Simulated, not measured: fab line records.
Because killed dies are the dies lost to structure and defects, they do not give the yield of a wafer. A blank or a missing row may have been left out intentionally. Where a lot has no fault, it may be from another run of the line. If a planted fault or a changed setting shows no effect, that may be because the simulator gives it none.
The tool behind it: which one? ; flow gf180mcu ; 12 lots, 36 wafers sampled, at 1 step of a route of 602

## WHAT THE GAUGES READ, wafer by wafer
GF_VT_IMPLANT_OVL_MEAS_07.
lot;measured;on;VT_IMPLANT_OVL (nm)
L075;day 5 17:42;overlay-02;0.1 1.5 1.1
L077;day 6 07:37;overlay-02;1.5 2.6 3.4
L079;day 6 20:43;overlay-02;-0.2 0.3 -0.3
L081;day 7 14:16;overlay-02;1.9 -0.3 0.5
L083;day 7 21:43;overlay-01;1.5 3.1 3.3
L085;day 8 20:08;overlay-01;-0.7 0.0 0.5
L087;day 9 05:10;overlay-01;-0.3 0.9 1.2
L089;day 9 16:50;overlay-01;1.3 0.3 1.2
L091;day 10 07:16;overlay-02;0.3 0.9 1.9
L093;day 10 11:21;overlay-02;0.1 -0.1 -1.8
L095;day 10 21:18;overlay-02;-0.4 0.8 -0.2
L097;day 11 11:52;overlay-02;0.5 -0.9 0.1

## WHICH TOOL RAN EACH LOT (tool, then ch and the chambers of the sampled wafers, then the start)
There is no process step in the record ahead of these readings.

## THE ANSWER, worked out from the rows above alone
Rule: the lots themselves supply what counts as usual. Put in order of their means at a reading, lots are off if they are a third of the lots or fewer, leave a main group of 4 or more, and stand apart from it by a gap of 3 or more times the standard deviation of the main group's means; of several such gaps the widest counts. Not used: any main group whose means are identical at the precision the tables above print for the reading. A lot without any number at a reading at which 4 lots or more have one is off too. All remaining lots with rows at the step are treated as sound.
No lot is off at any reading shown: from this, nothing can be told.

## WHAT WAS PUT IN BY THE SIMULATOR
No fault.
